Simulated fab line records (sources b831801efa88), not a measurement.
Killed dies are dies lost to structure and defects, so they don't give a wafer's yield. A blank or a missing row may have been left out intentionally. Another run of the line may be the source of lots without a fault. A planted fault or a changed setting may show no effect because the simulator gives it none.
Matching of chambers :: flow sky130 :: cmp-02 running SKY_LI_CONTACT_CMP_24: 4 sister chambers
The step polishes, stops on PSG, t overpolish 20 s, target thk 0 nm. 4 wafers are shown with their chamber, then 11 later ones without.

== EACH WAFER AND ITS CHAMBER ==
wafer: L834.4
chamber: 0
motor_current_A (A): 13.4

wafer: L839.5
chamber: 2
motor_current_A (A): 10.6

wafer: L840.6
chamber: 1
motor_current_A (A): 11.0

wafer: L845.3
chamber: 3
motor_current_A (A): 10.9

== WAFERS MISSING THEIR CHAMBER ==
wafer: L845.5
motor_current_A (A): 10.3

wafer: L845.6
motor_current_A (A): 13.7

wafer: L846.1
motor_current_A (A): 10.6

wafer: L846.2
motor_current_A (A): 12.9

wafer: L846.6
motor_current_A (A): 13.3

wafer: L850.2
motor_current_A (A): 11.0

wafer: L850.4
motor_current_A (A): 10.5

wafer: L850.6
motor_current_A (A): 12.7

wafer: L851.1
motor_current_A (A): 10.5

wafer: L851.4
motor_current_A (A): 10.5

wafer: L851.6
motor_current_A (A): 10.9

== WHICH CHAMBER EACH ONE RAN IN ==
wafer: L845.5
from the rows above: can't be placed: 2 or 3 or 1
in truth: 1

wafer: L845.6
from the rows above: 0
in truth: 0

wafer: L846.1
from the rows above: can't be placed: 2 or 3 or 1
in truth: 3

wafer: L846.2
from the rows above: 0
in truth: 0

wafer: L846.6
from the rows above: 0
in truth: 0

wafer: L850.2
from the rows above: can't be placed: 1 or 3 or 2
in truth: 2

wafer: L850.4
from the rows above: can't be placed: 2 or 3 or 1
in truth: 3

wafer: L850.6
from the rows above: 0
in truth: 0

wafer: L851.1
from the rows above: can't be placed: 2 or 3 or 1
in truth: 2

wafer: L851.4
from the rows above: can't be placed: 2 or 3 or 1
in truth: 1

wafer: L851.6
from the rows above: can't be placed: 3 or 1 or 2
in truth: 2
Correct placement for 4 of the 11. Can't be placed from these rows: 7 (the true chamber is among the candidates in 7). Wrongly placed: 0.
How it was worked out, from the rows above alone: a wafer's distance from a chamber is the root of the sum, over the readings, of the square of ((its reading less the chamber's mean) divided by the reading's scatter). The wafer belongs to the nearest chamber; if the next one is less than 2 further off, it can't be placed. A chamber's mean is the mean of its shown wafers. The scatter (one wafer shown for each chamber): square how far every hidden wafer sits from the nearest shown wafer, average those squares and take the square root.
